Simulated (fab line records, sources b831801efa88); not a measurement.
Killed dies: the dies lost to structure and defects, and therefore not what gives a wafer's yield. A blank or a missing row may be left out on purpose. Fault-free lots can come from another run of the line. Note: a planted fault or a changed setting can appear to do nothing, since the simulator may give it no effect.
2 desks looking at one fault | flow sky130 | numbers are kept per desk, each desk with only its own; the story behind them comes last

## AT THE TOOL OWNER'S DESK: cvd_w-01
The tool's own readings at SKY_LI_CONTACT_CVD_21 (deposits W, target thk 400 nm, time 120.56 s): means of the sampled wafers that have a number, for each lot that ran on this tool. If a lot's mean is further than 4 standard deviations from the usual mean, the lot is out of limits and carries the mark OUT (the distance appears in the brackets).
Columns: A = heater_power_w at SKY_LI_CONTACT_CVD_21, usual 874 W
lot  | first seen here | A
L325 | day 29 22:24    | 987
L330 | day 31 21:43    | 1007
L332 | day 32 15:33    | 933
L344 | day 35 12:10    | 990
L345 | day 35 18:45    | 919
L346 | day 36 02:19    | 892
L347 | day 36 23:34    | 900
This desk found nothing out of limits on any of the 7 lots.

## FROM THE METROLOGY DESK
Lot by lot, what the gauges showed, no matter which tool ran the lot: averages of those sampled wafers that carry a number. If a lot's mean is further than 4 standard deviations from the usual mean, the lot is out of limits and carries the mark OUT (the distance appears in the brackets).
Columns: A = LI_CONTACT_W_RS at SKY_LI_CONTACT_RS_MEAS_22, usual 0.285 ohm/sq; B = LI_CONTACT_W_THK at SKY_LI_CONTACT_THK_MEAS_23, usual 387 nm
lot  | first seen here | A               | B
L325 | day 29 22:32    | 0.285           | 383
L327 | day 30 06:05    | 0.284           | 390
L330 | day 31 21:52    | 0.406 (+22) OUT | 317 (-9.3) OUT
L332 | day 32 15:41    | 0.541 (+47) OUT | 240 (-20) OUT
L337 | day 33 21:55    | 0.285           | 388
L338 | day 34 04:20    | 0.289           | 379
L344 | day 35 12:18    | 0.287           | 383
L345 | day 35 18:54    | 0.289           | 381
L346 | day 36 02:27    | 0.285           | 383
L347 | day 36 23:43    | 0.289           | 382
Finding of this desk: L330, L332 out of limits, first seen on L330 at day 31 21:52 (LI_CONTACT_W_RS at SKY_LI_CONTACT_RS_MEAS_22). Within limits: L325, L327, L337, L338, L344, L345, L346, L347.

## PUT TOGETHER
Metrology desk: alarm possible at day 31 21:52 on L330, L332.
The tool owner's desk saw nothing out of limits.
The tool owner's desk has L330, L332 on record, within its limits.
Every lot named ran SKY_LI_CONTACT_CVD_21 on cvd_w-01.

## WHAT THE SIMULATOR HAD INSERTED
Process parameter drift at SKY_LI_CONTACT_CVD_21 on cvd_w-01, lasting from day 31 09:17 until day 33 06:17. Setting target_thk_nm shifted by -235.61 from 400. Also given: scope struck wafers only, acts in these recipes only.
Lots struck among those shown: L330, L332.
Per desk, hours elapsed from the start of the fault to the first reading out of limits: for the metrology desk, 13.
